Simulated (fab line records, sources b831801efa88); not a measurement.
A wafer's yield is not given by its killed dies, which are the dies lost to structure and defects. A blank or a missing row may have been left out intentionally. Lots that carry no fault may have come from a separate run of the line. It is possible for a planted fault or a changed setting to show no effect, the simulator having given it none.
fab line records	flow sky130
[record] lots = 6	wafers = 18	last-day = 50
route steps=708 shown LI_CONTACT@381 LOCAL_INTERCONNECT@387 PAD_OPEN@708
lots untouched by any fault: they come from a run of this same line in which no faults occurred
start-h: start of the lot's first displayed wafer, in hours after the record's first day	wait-h: hours since the lot's step before	" same as the row above	L1.1+2: several wafers, shown together as one row	- no value, or no start given	* or withheld: withheld	< > ~ a bound
route shown NAME@n: names a module that has steps shown in the file, with the first one's number in the route	usual: mean/standard deviation of fault-free wafers	same: alike in all rows	chamber/n: place in a boat	sites: the reading at each site	_std_site: the standard deviation of these	_edge_site: mean of outer sites minus mean of inner sites	radius-mm: for every site, how far away it sits from the centre of the wafer	mask NAME#n: copy n	behind: the most recent tool/chamber to have shaped the wafer	hold: why the lot went on hold/how many hours it stayed there/how the hold came to an end	device: names the non-switching transistor (n, p or np)	end of line: the route-end tests of the same wafers	a step given without rows: its recipe and nothing more	killed: at the first sort, the dies lost to defects and structure; wafer yield is something else	map: the dies of a wafer, with x for killed, . for not killed, _ for no die there
set.NAME: the setting the step ran with; set.NAME@STEP: the setting that earlier step ran with	model.NAME: the simulator's own value behind a step, which no gauge read
lots seen at some steps along the route; tables by step, rows by wafer
services: a tool's chamber out of use, with start hour (start-h, from the record's first day; less than 0 if before it), hours out, and reason
[[steps]]
[step SKY_LI_CONTACT_SPUTTER_19]
[recipe] material = Ti	target-thk-nm = 20	chamber-pressure-pa = 5	power-w = 2500	substrate-temp-c = 200	time-s = 106.37
[usual] throttle-valve-pct = 29.9/1.1
lot.wafer	tool	chamber	start-h	wait-h	throttle-valve-pct
L552.1	pvd-sputter-02	-	696.15	0.0	28.4
L552.3	"	-	"	"	29.7
L552.4	"	-	"	"	31.8
L554.1	pvd-sputter-01	-	714.08	0.0	28.9
L554.4	"	-	"	"	29.4
L554.6	"	-	"	"	29.1
L565.4	pvd-sputter-02	-	804.27	0.0	30.9
L565.5	"	-	"	"	28.3
L565.6	"	-	"	"	31.6
L567.2	pvd-sputter-03	-	817.70	0.0	28.6
L567.4	"	-	"	"	31.8
L567.6	"	-	"	"	29.4
L568.3	pvd-sputter-01	-	830.77	0.0	29.3
L568.5	"	-	"	"	29.5
L568.6	"	-	"	"	31.2
L570.2	pvd-sputter-03	-	835.10	0.0	28.8
L570.4	"	-	"	"	31.7
L570.5	"	-	"	"	31.6
[step SKY_LI_CONTACT_SPUTTER_20]
[recipe] material = TiN	target-thk-nm = 20	chamber-pressure-pa = 5	power-w = 4000	time-s = 80
[usual] throttle-valve-pct = 29.9/1.1
lot.wafer	tool	chamber	start-h	wait-h	throttle-valve-pct
L552.1	pvd-sputter-02	-	696.23	0.0	28.1
L552.3	"	-	"	"	29.6
L552.4	"	-	"	"	31.6
L554.1	pvd-sputter-01	-	714.15	0.0	29.0
L554.4	"	-	"	"	29.2
L554.6	"	-	"	"	29.4
L565.4	pvd-sputter-02	-	804.35	0.0	31.0
L565.5	"	-	"	"	28.2
L565.6	"	-	"	"	31.8
L567.2	pvd-sputter-03	-	817.77	0.0	28.8
L567.4	"	-	"	"	31.8
L567.6	"	-	"	"	29.6
L568.3	pvd-sputter-01	-	830.85	0.0	29.3
L568.5	"	-	"	"	29.3
L568.6	"	-	"	"	31.1
L570.2	pvd-sputter-03	-	835.17	0.0	28.4
L570.4	"	-	"	"	31.7
L570.5	"	-	"	"	31.7
[step SKY_LI_CONTACT_CVD_21]
[recipe] material = W	target-thk-nm = 400	time-s = 120.56	temp-c = 400	pressure-torr = 40
[usual] heater-power-w = 828/50
lot.wafer	tool	chamber	start-h	wait-h	heater-power-w
L552.1	cvd-w-01	1	696.29	0.0	915
L552.3	"	1	"	"	924
L552.4	"	0	"	"	844
L554.1	cvd-w-02	0	714.22	0.0	806
L554.4	"	0	"	"	796
L554.6	"	0	"	"	789
L565.4	cvd-w-02	1	804.48	0.1	789
L565.5	"	1	"	"	781
L565.6	"	0	"	"	792
L567.2	cvd-w-01	0	817.83	0.0	853
L567.4	"	1	"	"	911
L567.6	"	0	"	"	864
L568.3	cvd-w-02	1	830.95	0.1	791
L568.5	"	0	"	"	809
L568.6	"	1	"	"	780
L570.2	cvd-w-01	1	835.23	0.0	924
L570.4	"	1	"	"	918
L570.5	"	1	"	"	922
[step SKY_LI_CONTACT_RS_MEAS_22]
[recipe] thk-meas-gauge = four-point-probe	reads = W_of_LI_CONTACT_CVD_21+TiN_of_LI_CONTACT_SPUTTER_20+Ti_of_LI_CONTACT_SPUTTER_19
[usual] LI_CONTACT_W_RS = 0.2841/0.0028
lot.wafer	tool	chamber	start-h	wait-h	LI_CONTACT_W_RS[ohm/sq]
L552.1	film-metro-02	-	696.42	0.1	0.2890
L552.3	"	-	"	"	0.2899
L552.4	"	-	"	"	0.2876
L554.1	film-metro-02	-	714.34	0.1	0.2859
L554.4	"	-	"	"	0.2857
L554.6	"	-	"	"	0.2850
L565.4	film-metro-04	-	804.63	0.1	0.2826
L565.5	"	-	"	"	0.2820
L565.6	"	-	"	"	0.2775
L567.2	film-metro-04	-	817.98	0.1	0.2833
L567.4	"	-	"	"	0.2839
L567.6	"	-	"	"	0.2810
L568.3	film-metro-04	-	831.07	0.1	0.2870
L568.5	"	-	"	"	0.2828
L568.6	"	-	"	"	0.2886
L570.2	film-metro-02	-	835.38	0.1	0.2867
L570.4	"	-	"	"	0.2916
L570.5	"	-	"	"	0.2877
[step SKY_LI_CONTACT_THK_MEAS_23]
[recipe] thk-meas-gauge = xrf	reads = W_of_LI_CONTACT_CVD_21
[usual] LI_CONTACT_W_THK = 407/6.3
lot.wafer	tool	chamber	start-h	wait-h	LI_CONTACT_W_THK[nm]
L552.1	film-metro-02	-	696.54	0.1	399
L552.3	"	-	"	"	396
L552.4	"	-	"	"	399
L554.1	film-metro-02	-	714.46	0.1	400
L554.4	"	-	"	"	402
L554.6	"	-	"	"	400
L565.4	film-metro-04	-	804.72	0.1	415
L565.5	"	-	"	"	418
L565.6	"	-	"	"	425
L567.2	film-metro-04	-	818.09	0.1	409
L567.4	"	-	"	"	404
L567.6	"	-	"	"	410
L568.3	film-metro-04	-	831.17	0.1	403
L568.5	"	-	"	"	408
L568.6	"	-	"	"	401
L570.2	film-metro-02	-	835.49	0.1	405
L570.4	"	-	"	"	398
L570.5	"	-	"	"	404
[step SKY_LI_CONTACT_CMP_24]
[recipe] stop-on = PSG	t-overpolish-s = 20	down-force-psi = 3.5	platen-rpm = 60	target-thk-nm = 0	pad-velocity-m-s = 0.94248
[usual] edge-zone-pressure-frac = 1.001/0.0055	motor-current-A = 11.5/1.2	overpolish-run-s = 19.999/0.0092	retaining-ring-pressure-frac = 1.000/0.0047	time-to-endpoint-s = 96/5.3
lot.wafer	tool	chamber	start-h	wait-h	edge-zone-pressure-frac	motor-current-A	overpolish-run-s	retaining-ring-pressure-frac	time-to-endpoint-s
L552.1	cmp-01	3	696.73	0.2	1.006	10.7	19.997	0.999	97
L552.3	"	0	"	"	0.997	11.4	19.983	1.000	103
L552.4	"	2	"	"	1.007	11.4	19.982	0.996	94
L554.4	cmp-02	2	714.62	0.1	1.002	13.2	20.013	0.997	95
L554.1	"	3	"	"	1.012	9.3	19.983	1.003	87
L554.6	"	0	"	"	1.010	9.7	20.019	1.000	99
L565.4	cmp-01	1	804.85	0.1	0.993	12.3	20.003	0.991	92
L565.6	"	3	"	"	0.999	11.6	19.988	1.002	96
L565.5	"	0	"	"	1.000	11.8	20.008	0.999	104
L567.2	cmp-02	1	818.31	0.2	0.994	11.2	20.008	0.996	103
L567.4	"	2	"	"	0.999	13.1	19.993	1.001	105
L567.6	"	1	"	"	0.993	11.9	19.996	1.000	104
L568.3	cmp-02	2	831.36	0.2	1.006	13.3	20.003	1.007	99
L568.6	"	3	"	"	0.999	9.5	19.991	0.993	90
L568.5	"	0	"	"	0.999	10.1	19.997	0.995	102
L570.4	cmp-01	1	835.64	0.1	1.004	13.4	19.991	1.000	92
L570.2	"	2	"	"	1.008	11.2	19.993	0.992	94
L570.5	"	3	"	"	1.001	12.2	19.986	1.002	96
[step SKY_LOCAL_INTERCONNECT_SPUTTER_00]
[recipe] material = TiN	target-thk-nm = 100	temp-c = 300	power-w = 6500	time-s = 83.3	chamber-pressure-pa = 0.4
[step SKY_LOCAL_INTERCONNECT_RS_MEAS_01]
[recipe] thk-meas-gauge = four-point-probe	reads = TiN_of_LOCAL_INTERCONNECT_SPUTTER_00
[usual] LOCAL_INTERCONNECT_TIN_RS = 14.21/0.22
lot.wafer	tool	chamber	start-h	wait-h	LOCAL_INTERCONNECT_TIN_RS[ohm/sq]
L552.1	film-metro-04	-	697.10	0.0	14.07
L552.3	"	-	"	"	14.15
L552.4	"	-	"	"	14.16
L554.1	film-metro-01	-	714.88	0.0	14.04
L554.4	"	-	"	"	14.36
L554.6	"	-	"	"	14.16
L565.4	film-metro-01	-	805.17	0.1	14.40
L565.5	"	-	"	"	14.41
L565.6	"	-	"	"	14.51
L567.2	film-metro-04	-	818.69	0.1	14.09
L567.4	"	-	"	"	13.87
L567.6	"	-	"	"	13.90
L568.3	film-metro-03	-	831.62	0.1	14.01
L568.5	"	-	"	"	14.13
L568.6	"	-	"	"	14.02
L570.2	film-metro-01	-	835.92	0.1	13.99
L570.4	"	-	"	"	14.31
L570.5	"	-	"	"	14.54
[step SKY_LOCAL_INTERCONNECT_THK_MEAS_02]
[recipe] thk-meas-gauge = xrf	reads = TiN_of_LOCAL_INTERCONNECT_SPUTTER_00
[usual] LOCAL_INTERCONNECT_TIN_THK = 98.8/1.5
lot.wafer	tool	chamber	start-h	wait-h	LOCAL_INTERCONNECT_TIN_THK[nm]
L552.1	film-metro-04	-	697.22	0.1	99.5
L552.3	"	-	"	"	98.9
L552.4	"	-	"	"	98.6
L554.1	film-metro-01	-	715.00	0.1	100.1
L554.4	"	-	"	"	98.2
L554.6	"	-	"	"	99.6
L565.4	film-metro-01	-	805.26	0.1	98.0
L565.5	"	-	"	"	98.2
L565.6	"	-	"	"	97.4
L567.2	film-metro-04	-	818.80	0.1	99.8
L567.4	"	-	"	"	101.2
L567.6	"	-	"	"	100.7
L568.3	film-metro-03	-	831.72	0.1	99.8
L568.5	"	-	"	"	99.3
L568.6	"	-	"	"	100.2
L570.2	film-metro-01	-	836.03	0.1	101.0
L570.4	"	-	"	"	98.3
L570.5	"	-	"	"	97.3
[step SKY_LOCAL_INTERCONNECT_DEHYDRATE_03]
[recipe] temp-c = 200	time-s = 60
[step SKY_LOCAL_INTERCONNECT_HMDS_04]
[recipe] prime-time-s = 60	prime-temp-c = 120
[step SKY_LOCAL_INTERCONNECT_COAT_05]
[recipe] resist = BARC	temp-c = withheld	time-s = withheld	spin-rpm = 3000	resist-thk-nm = 60
[step SKY_LOCAL_INTERCONNECT_COAT_06]
[recipe] resist = KrF-thick	spin-rpm = 3000	resist-thk-nm = 450
[usual] spin-speed-rpm = 3000.0/1.8
lot.wafer	tool	chamber	start-h	wait-h	spin-speed-rpm	model.KrF-thick_of_LOCAL_INTERCONNECT_COAT_06.thk-nm
L552.1	litho-track-03	0	710	-	2998.1	449.2
L552.3	"	0	"	"	2998.9	448.2
L552.4	"	0	"	"	3000.6	450.4
L554.1	litho-track-02	0	728	-	3000.0	449.5
L554.4	"	0	"	"	2998.8	449.5
L554.6	"	0	"	"	3000.1	448.3
L565.4	litho-track-03	0	818	-	2937.0	456.4
L565.5	"	0	"	"	2931.9	455.7
L565.6	"	0	"	"	2933.0	455.8
L567.2	litho-track-03	0	831	-	2930.9	455.8
L567.4	"	0	"	"	2932.1	455.6
L567.6	"	0	"	"	2933.9	455.5
L568.3	litho-track-02	0	843	-	2998.8	451.2
L568.5	"	0	844	-	3001.8	452.3
L568.6	"	0	"	"	3001.7	451.2
L570.2	litho-track-02	0	848	-	3000.2	449.3
L570.4	"	0	"	"	3002.2	448.7
L570.5	"	0	"	"	3000.2	448.4
[step SKY_LOCAL_INTERCONNECT_SOFTBAKE_07]
[recipe] temp-c = 100	time-s = 91.17	resist = KrF-thick
[step SKY_LOCAL_INTERCONNECT_EXPOSE_08]
[recipe] mask-id = LI1M	na = 0.8	source-shape = annular	sigma-inner = 0.55	sigma-outer = 0.85	target-cd-nm = 170	dose-mj = 28
[step SKY_LOCAL_INTERCONNECT_PEB_09]
[recipe] peb-temp-c = withheld	peb-time-s = withheld	resist = KrF-thick
[step SKY_LOCAL_INTERCONNECT_DEVELOP_10]
[recipe] develop-time-s = 60	resist = KrF-thick	dev-temp-c = 21
[step SKY_LOCAL_INTERCONNECT_CD_MEAS_11]
[recipe] target-cd-nm = 170
[usual] cd-nm = 170.1/1.4
lot.wafer	tool	chamber	start-h	wait-h	cd-nm
L552.1	cd-sem-01	-	724.92	-	169.2
L552.3	"	-	"	"	169.3
L552.4	"	-	"	"	168.7
L554.1	cd-sem-02	-	743.54	-	167.2
L554.4	"	-	"	"	168.7
L554.6	"	-	"	"	168.8
L565.4	cd-sem-02	-	831.98	-	171.8
L565.5	"	-	"	"	172.2
L565.6	"	-	"	"	170.0
L567.2	cd-sem-01	-	843.99	-	171.2
L567.4	"	-	"	"	172.7
L567.6	"	-	"	"	172.2
L568.3	cd-sem-01	-	857.60	-	170.7
L568.5	"	-	"	"	169.9
L568.6	"	-	"	"	170.3
L570.2	cd-sem-01	-	861.49	-	170.9
L570.4	"	-	"	"	170.0
L570.5	"	-	"	"	170.5
[step SKY_LOCAL_INTERCONNECT_OVL_MEAS_12]
[usual] LOCAL_INTERCONNECT_OVL = -3/5.2
lot.wafer	tool	chamber	start-h	wait-h	LOCAL_INTERCONNECT_OVL[nm]
L552.1	overlay-02	-	725.04	0.1	-3
L552.3	"	-	"	"	-2
L552.4	"	-	"	"	-5
L554.1	overlay-01	-	743.66	0.1	-3
L554.4	"	-	"	"	-5
L554.6	"	-	"	"	-5
L565.4	overlay-01	-	832.06	0.1	1
L565.5	"	-	"	"	-3
L565.6	"	-	"	"	1
L567.2	overlay-01	-	844.09	0.1	5
L567.4	"	-	"	"	3
L567.6	"	-	"	"	6
L568.3	overlay-02	-	857.69	0.1	-6
L568.5	"	-	"	"	-3
L568.6	"	-	"	"	-11
L570.2	overlay-02	-	861.59	0.1	0
L570.4	"	-	"	"	1
L570.5	"	-	"	"	-6
[step SKY_LOCAL_INTERCONNECT_ETCH_13]
[recipe] chemistry = N2/H2	target = BARC	ion-energy-ev = 200	bias-w = 100	pressure-mtorr = 30	n2-flow-sccm = 100	h2-flow-sccm = 200	icp-w = 500	stop-on = SiO2	time-s = 47.1	target-depth-a = 600
[usual] drypump-motor-current-A = 5.86/0.21	h2-flow-sccm = 199.9/0.65	he-backside-leak-sccm = 3.34/0.18	oes-product-au = 0.850/0.0049	throttle-valve-pct = 13.223/0.0093
lot.wafer	tool	chamber	start-h	wait-h	drypump-motor-current-A	h2-flow-sccm	he-backside-leak-sccm	oes-product-au	rf-hours-counter-h	throttle-valve-pct
L552.1	rie-metal-03	0	725.07	0.0	5.73	200.6	3.19	0.850	7	13.224
L552.3	"	0	"	"	5.73	200.3	3.43	0.846	-	13.214
L552.4	"	1	"	"	6.12	199.2	3.60	0.856	-	13.220
L554.1	rie-metal-03	0	743.70	0.0	5.73	199.6	3.31	0.850	8	13.212
L554.4	"	1	"	"	6.15	199.4	3.53	0.848	-	13.211
L554.6	"	0	"	"	5.73	199.9	3.49	0.848	-	13.237
L565.4	rie-metal-01	0	832.10	0.0	6.00	200.9	3.57	0.850	-	13.223
L565.5	"	1	"	"	5.46	200.3	3.14	0.849	-	13.216
L565.6	"	0	"	"	6.00	200.1	3.74	0.849	-	13.223
L567.2	rie-metal-03	1	844.12	0.0	6.16	200.4	3.46	0.851	3	13.215
L567.4	"	0	"	"	5.70	199.5	3.10	0.840	-	13.230
L567.6	"	1	"	"	6.10	199.9	3.45	0.852	-	13.229
L568.3	rie-metal-02	0	857.74	0.0	5.93	199.3	3.35	0.854	-	13.214
L568.5	"	1	"	"	5.97	201.0	3.44	0.849	-	13.224
L568.6	"	0	"	"	5.97	199.6	3.47	0.853	-	13.212
L570.2	rie-metal-02	1	861.62	0.0	5.99	200.7	3.38	0.851	9	13.212
L570.4	"	0	"	"	5.92	199.7	3.35	0.850	-	13.239
L570.5	"	1	"	"	6.00	201.0	3.40	0.859	-	13.220
[step SKY_LOCAL_INTERCONNECT_METAL_ETCH_14]
[recipe] target-depth-nm = 110	stop-on = PSG	chemistry = Cl2/BCl3	target = TiN	resist-sidewall-deg = 88	pressure-mtorr = 10	icp-w = 900	bias-w = 48.5	Cl2_flow_sccm = 60	bcl3-flow-sccm = 30	time-s = 31.4
[usual] bcl3-flow-sccm = 30.00/0.096	drypump-motor-current-A = 5.85/0.21	he-backside-leak-sccm = 3.37/0.21	oes-product-au = 0.938/0.0098	throttle-valve-pct = 21.903/0.0093
lot.wafer	tool	chamber	start-h	wait-h	bcl3-flow-sccm	drypump-motor-current-A	he-backside-leak-sccm	oes-product-au	rf-hours-counter-h	throttle-valve-pct	model.KrF-thick_of_LOCAL_INTERCONNECT_COAT_06.thk-nm
L552.1	rie-metal-03	0	725.14	0.0	29.87	5.72	3.24	0.942	7	21.914	349
L552.3	"	0	"	"	30.00	5.71	3.03	0.934	-	21.893	347.4
L552.4	"	1	"	"	30.12	6.13	3.51	0.934	-	21.919	345.7
L554.1	rie-metal-03	0	743.76	0.0	30.03	5.71	3.41	0.946	8	21.890	347.6
L554.4	"	1	"	"	30.05	6.11	3.52	0.928	-	21.896	344.3
L554.6	"	0	"	"	29.97	5.69	3.47	0.940	-	21.913	346.5
L565.4	rie-metal-01	0	832.16	0.0	29.99	5.99	3.47	0.932	-	21.903	352.3
L565.5	"	1	"	"	30.22	5.43	3.11	0.929	-	21.913	353.1
L565.6	"	0	"	"	29.93	5.97	3.61	0.918	-	21.920	352.4
L567.2	rie-metal-03	1	844.19	0.0	29.95	6.11	3.53	0.952	3	21.902	349.7
L567.4	"	0	"	"	29.83	5.72	3.52	0.950	-	21.898	354.7
L567.6	"	1	"	"	30.01	6.12	3.55	0.954	-	21.896	349.3
L568.3	rie-metal-02	0	857.79	0.0	30.12	5.92	3.45	0.941	-	21.918	350.4
L568.5	"	1	"	"	30.05	5.99	3.43	0.939	-	21.915	348.4
L568.6	"	0	"	"	30.09	5.90	3.40	0.946	-	21.894	350.3
L570.2	rie-metal-02	1	861.69	0.0	30.15	5.97	3.55	0.943	9	21.895	346.3
L570.4	"	0	"	"	29.83	5.95	3.34	0.936	-	21.908	347.8
L570.5	"	1	"	"	30.11	5.96	3.55	0.927	-	21.916	344.9
[step SKY_LOCAL_INTERCONNECT_STRIP_15]
[recipe] chemistry = O2/N2	power-w = 1400	pressure-mtorr = 1500	platen-temp-c = withheld	o2-flow-sccm = 3000	n2-flow-sccm = 300	overash-fraction = 0.5
[usual] drypump-motor-current-A = 5.5/0.39	oes-product-au = 0.426/0.004	strip-time-to-endpoint-s = 4.708/0.02
lot.wafer	tool	chamber	start-h	wait-h	drypump-motor-current-A	oes-product-au	rf-hours-counter-h	strip-time-to-endpoint-s
L552.1	plasma-asher-04	1	725.19	0.0	5.0	0.427	56	4.739
L552.3	"	0	"	"	5.7	0.424	-	4.705
L552.4	"	1	"	"	5.0	0.424	-	4.696
L554.1	plasma-asher-02	1	743.81	0.0	5.4	0.418	93	4.691
L554.4	"	1	"	"	5.4	0.427	-	4.674
L554.6	"	0	"	"	6.0	0.427	-	4.699
L565.4	plasma-asher-04	0	832.22	0.1	5.7	0.432	-	4.750
L565.5	"	1	"	"	5.1	0.427	-	4.776
L565.6	"	0	"	"	5.7	0.426	-	4.768
L567.2	plasma-asher-02	1	844.24	0.0	5.4	0.427	101	4.729
L567.4	"	0	"	"	6.1	0.430	-	4.787
L567.6	"	1	"	"	5.4	0.425	-	4.751
L568.3	plasma-asher-04	0	857.86	0.1	5.7	0.431	-	4.739
L568.5	"	1	"	"	5.0	0.427	-	4.722
L568.6	"	0	"	"	5.7	0.423	-	4.737
L570.2	plasma-asher-04	1	861.74	0.0	5.1	0.417	70	4.679
L570.4	"	1	"	"	5.1	0.427	-	4.713
L570.5	"	0	"	"	5.7	0.428	-	4.664
[step SKY_LOCAL_INTERCONNECT_STRIP_16]
[recipe] chemistry = post-etch-residue-remover	time-s = 1200	temp-c = 72.5
[step SKY_PAD_OPEN_PROBE_99]
[usual] killed_at_M0_to_M3 = 45/7.5	killed_at_M4_up = 2.8/1.9	killed-at-contacts = 25/5.5	killed-at-front-end = 14/4	killed-at-other = 0.3/0.75	killed-dies = 87/9.4	killed-open = 47/6.6	killed-short = 39/6.6
[same] gross-dies = 492	killed-at-back-side = 0
lot.wafer	tool	chamber	start-h	wait-h	killed_at_M0_to_M3	killed_at_M4_up	killed-at-contacts	killed-at-front-end	killed-at-other	killed-dies	killed-open	killed-short
L554.1	prober-01	-	1106.68	0.1	49	2	18	11	0	80	42	38
L554.4	prober-01	-	1106.83	0.2	46	2	18	20	0	86	45	41
L554.6	prober-01	-	1106.93	0.2	47	3	19	21	1	91	41	50
L565.4	prober-01	-	1171.38	0.2	51	1	23	10	2	87	54	33
L565.5	prober-01	-	1171.43	0.2	48	2	24	13	0	87	40	47
L565.6	prober-01	-	1171.48	0.2	49	1	36	13	0	99	49	50
// killed by level:class
L554.1 METAL2:geometric-particle:short=8 VIA1:geometric-particle:open=7 VIA2:geometric-particle:open=7 LI_CONTACT:geometric-particle:open=6 CONTACT:geometric-particle:open=6 METAL1:geometric-particle:short=6 VIA3:geometric-particle:open=6 VIA3:geometric-particle:short=5
L554.4 POLY_GATE:geometric-particle:short=8 LI_CONTACT:geometric-particle:open=8 METAL2:geometric-particle:short=7 VIA2:geometric-particle:open=7 FIELD_ISO:geometric-particle:open=5 METAL2:geometric-particle:open=5 METAL1:geometric-particle:short=5 VIA1:geometric-particle:open=5
L554.6 VIA1:geometric-particle:open=9 METAL1:geometric-particle:short=7 CONTACT:geometric-particle:open=6 VIA3:geometric-particle:open=6 POLY_GATE:geometric-particle:open=5 POLY_GATE:geometric-particle:short=5 METAL2:geometric-particle:short=5 SPACER:geometric-particle:short=4
L565.4 CONTACT:geometric-particle:open=11 VIA3:geometric-particle:open=11 VIA1:geometric-particle:open=10 VIA2:geometric-particle:open=8 LI_CONTACT:geometric-particle:open=6 VIA3:geometric-particle:short=5 METAL3:geometric-particle:short=5 METAL2:geometric-particle:short=4
L565.5 VIA1:geometric-particle:open=11 METAL1:geometric-particle:short=9 METAL2:geometric-particle:short=8 FIELD_ISO:geometric-particle:short=7 VIA2:geometric-particle:open=7 LI_CONTACT:geometric-particle:short=6 LI_CONTACT:geometric-particle:open=5 CONTACT:geometric-particle:short=5
L565.6 CONTACT:geometric-particle:open=13 VIA2:geometric-particle:open=12 METAL1:geometric-particle:short=7 VIA1:geometric-particle:open=7 LI_CONTACT:geometric-particle:open=6 LOCAL_INTERCONNECT:geometric-particle:short=6 CONTACT:geometric-particle:short=6 FIELD_ISO:geometric-particle:short=5
[[services]]
tool	chamber	start-h	hours	kind
cmp-01	-	694.41	0.8	repair
plasma-asher-02	-	696.93	8.1	repair
cvd-w-02	-	703.08	0.8	repair
rie-metal-03	-	704.53	2.8	pm
rie-metal-01	-	724.39	14.6	pm
rie-metal-01	-	742.06	2.8	pm
cmp-02	-	744.22	4.0	pm
rie-metal-03	1	752.08	-	clean
pvd-sputter-01	-	756.08	4.4	repair
cmp-02	-	764.61	3.3	repair
rie-metal-01	-	765.31	1.4	pm
cmp-02	-	780.28	3.7	repair
rie-metal-02	0	803.14	7.4	repair
cvd-w-01	-	804.22	3.8	pm
pvd-sputter-01	-	807.35	2.4	repair
plasma-asher-02	-	815.24	0.8	repair
cmp-01	-	816.18	3.3	repair
cmp-01	-	819.44	6.5	pm
rie-metal-02	1	820.50	1.3	repair
plasma-asher-02	-	829.63	14.6	pm
pvd-sputter-01	-	839.79	1.1	repair
cmp-01	-	851.39	2.0	repair
rie-metal-03	0	854.71	9.5	repair
plasma-asher-04	-	858.12	0.7	repair
[[key]]
[first-sign] step = SKY_LOCAL_INTERCONNECT_COAT_06	reading = spin-speed-rpm	direction = down	sigmas = 37	usual = 3000.0	struck = 2933.1
[effect] step = SKY_LOCAL_INTERCONNECT_STRIP_15	reading = strip-time-to-endpoint-s	direction = up	sigmas = 2.6	usual = *	struck = *
[model-effect] step = SKY_LOCAL_INTERCONNECT_COAT_06	value = KrF-thick_of_LOCAL_INTERCONNECT_COAT_06.thk-nm	without = 450.8	struck = 455.8
[model-effect] step = SKY_LOCAL_INTERCONNECT_METAL_ETCH_14	value = KrF-thick_of_LOCAL_INTERCONNECT_COAT_06.thk-nm	without = 347	struck = 351.9
met-at SKY_LOCAL_INTERCONNECT_COAT_06
struck-wafers L565.4,L565.5,L565.6,L567.2,L567.4,L567.6
tester-left-out L565,L567
onset-between 710 818
[fault] kind = process-parameter-drift	tool = litho-track-03	chamber = -	onset-h = 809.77	steps = SKY_LOCAL_INTERCONNECT_COAT_06	channel = spin-rpm	offset = -65.038	shape = step	end-h = 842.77	acts-in = these-recipes-only	stated = 3000
// tester-left-out: of these lots the tester's yield and bins aren't shown, on N5 and GAA mostly nor the transistor test; their killed dies are dies lost to structure and defects alone, not to doping, threshold or leakage, so they don't give the yield
